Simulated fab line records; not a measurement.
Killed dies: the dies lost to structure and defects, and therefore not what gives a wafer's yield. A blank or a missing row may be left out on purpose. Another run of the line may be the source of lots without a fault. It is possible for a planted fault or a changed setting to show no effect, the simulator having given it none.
The tool behind it: which one? + flow sky130 + 11 lots with 33 wafers sampled at 2 steps, on a route of 708 steps

WHAT THE GAUGES READ, wafer by wafer
SKY_METAL1_THK_MEAS_06: measures by xrf.
| lot  | measured     | on            | METAL1_ALCU_THK (nm) |
|------|--------------|---------------|----------------------|
| L704 | day 32 11:55 | film metro-04 | 245 248 246          |
| L705 | day 33 05:55 | film metro-01 | 251 253 251          |
| L706 | day 33 07:16 | film metro-01 | 250 247 252          |
| L716 | day 37 04:56 | film metro-02 | 243 244 245          |
| L717 | day 37 08:40 | film metro-01 | 243 248 248          |
| L719 | day 37 14:56 | film metro-04 | 244 241 243          |
| L718 | day 38 06:55 | film metro-02 | 248 245 245          |
| L721 | day 38 07:42 | film metro-01 | 246 249 251          |
| L720 | day 38 08:04 | film metro-02 | 246 248 251          |
| L723 | day 38 13:43 | film metro-01 | 252 246 248          |
| L724 | day 38 19:26 | film metro-04 | 254 246 247          |

EACH LOT AND THE TOOL THAT RAN IT (in order: tool; ch and the chambers of the sampled wafers; start)
| lot  | SKY_CONTACT_ETCH_16                |
|------|------------------------------------|
| L704 | rie diel-03 ch 0,1,2, day 32 10:15 |
| L705 | rie diel-03 ch 0,1,3, day 33 04:11 |
| L706 | rie diel-03 ch 0,1,2, day 33 05:36 |
| L716 | rie diel-02 ch 0,1,2, day 37 03:17 |
| L717 | rie diel-04 ch 0,2,3, day 37 07:00 |
| L719 | rie diel-04 ch 1,2, day 37 13:17   |
| L718 | rie diel-02 ch 1,2,3, day 38 05:17 |
| L721 | rie diel-04 ch 0,3, day 38 06:03   |
| L720 | rie diel-03 ch 1,2,3, day 38 06:26 |
| L723 | rie diel-04 ch 0,1, day 38 12:03   |
| L724 | rie diel-04 ch 1,3, day 38 17:47   |
- SKY_CONTACT_ETCH_16: etches BARC in N2/H2, stops on SiO2, time 45.9 s, target depth 60 nm.

THE ANSWER, worked out from the rows above alone
Rule: the lots themselves supply what counts as usual. Put in order of their means at a reading, lots are off if they are a third of the lots or fewer, leave a main group of 4 or more, and stand apart from it by a gap of 3 or more times the standard deviation of the main group's means; of several such gaps the widest counts. A main group is skipped when, at the precision printed for the reading in the tables above, its means are all equal. Also off: a lot with no number at a reading for which 4 or more lots have one. All remaining lots with rows at the step are treated as sound.
Across all readings shown, no lot is off: no conclusion can be drawn from this.

WHAT HAD BEEN PUT IN BY THE SIMULATOR
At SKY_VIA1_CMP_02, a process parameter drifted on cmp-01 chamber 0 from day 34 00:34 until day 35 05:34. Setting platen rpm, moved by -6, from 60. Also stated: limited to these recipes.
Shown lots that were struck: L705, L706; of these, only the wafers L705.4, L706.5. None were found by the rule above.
